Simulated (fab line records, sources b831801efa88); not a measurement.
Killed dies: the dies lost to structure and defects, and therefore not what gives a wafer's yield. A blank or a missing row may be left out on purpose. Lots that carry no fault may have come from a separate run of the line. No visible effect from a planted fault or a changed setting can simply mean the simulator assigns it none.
A single fault, viewed from 2 desks || flow sky130 || only its own numbers are on each desk; what lay behind them is given at the end

## DESK OF THE TOOL OWNER: litho_track-04
The tool's own readings at SKY_CAPM_SOFTBAKE_08 (time 60 s): means of the sampled wafers that have a number, for each lot that ran on this tool. Any lot whose mean is over 4 standard deviations away from the usual mean is out of limits and marked OUT; that distance is given in the brackets.
Columns: A = heater_power_total_W at SKY_CAPM_SOFTBAKE_08, usual 56.60 W; B = plate_temp_C at SKY_CAPM_SOFTBAKE_08, usual 90.01 C
{"lot": "L609", "first seen here": "day 37 15:14", "A": 56.63, "B": 90.11}
{"lot": "L610", "first seen here": "day 38 10:14", "A": 56.59, "B": 90.02}
{"lot": "L613", "first seen here": "day 38 18:22", "A": 56.62, "B": 89.85}
{"lot": "L620", "first seen here": "day 41 06:41", "A": "55.10 (-33) OUT", "B": "88.30 (-13) OUT"}
{"lot": "L621", "first seen here": "day 42 03:26", "A": "55.07 (-33) OUT", "B": "88.42 (-12) OUT"}
This desk's verdict: out of limits on L620, L621, starting with L620 at day 41 06:41 (heater_power_total_W at SKY_CAPM_SOFTBAKE_08). In limits: L609, L610, L613.

## AT THE METROLOGY DESK
What the gauges read for every lot (on any tool): the sampled wafers with a number, averaged. Any lot whose mean is over 4 standard deviations away from the usual mean is out of limits and marked OUT; that distance is given in the brackets.
Columns: A = cd_nm at SKY_VIA2_CD_MEAS_12, usual 199.9 nm; B = VIA2_OVL at SKY_VIA2_OVL_MEAS_13, usual -2 nm
{"lot": "L606", "first seen here": "day 36 10:50", "A": 200.6, "B": -4}
{"lot": "L607", "first seen here": "day 36 20:12", "A": 199.7, "B": -3}
{"lot": "L609", "first seen here": "day 37 00:41", "A": 198.6, "B": -11}
{"lot": "L610", "first seen here": "day 37 19:44", "A": 200.6, "B": -10}
{"lot": "L611", "first seen here": "day 37 20:55", "A": 201.1, "B": -0}
{"lot": "L613", "first seen here": "day 38 03:35", "A": 199.3, "B": -6}
{"lot": "L614", "first seen here": "day 38 22:07", "A": 200.5, "B": -5}
{"lot": "L615", "first seen here": "day 39 03:41", "A": 199.0, "B": 7}
{"lot": "L620", "first seen here": "day 40 16:20", "A": 198.8, "B": -1}
{"lot": "L621", "first seen here": "day 41 13:22", "A": 201.2, "B": -0}
{"lot": "L622", "first seen here": "day 41 16:25", "A": 199.3, "B": 3}
{"lot": "L625", "first seen here": "day 42 16:29", "A": 198.6, "B": 5}
This desk's finding: nothing out of limits on any of the 12 lots.

## ALL TOGETHER
The tool owner's desk could have raised an alarm at day 41 06:41, on L620, L621.
Nothing out of limits was seen by the metrology desk.
The metrology desk holds a record of L620, L621, inside its limits.
Of the lots named, all ran SKY_CAPM_SOFTBAKE_08 on litho_track-04.

## WHAT HAD BEEN PUT IN BY THE SIMULATOR
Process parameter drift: litho_track-04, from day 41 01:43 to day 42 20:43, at SKY_CAPM_SOFTBAKE_08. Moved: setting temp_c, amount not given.
Lots struck among those shown: L620, L621.
Hours from the fault's start to each desk's first reading out of limits: the tool owner's desk, 5.
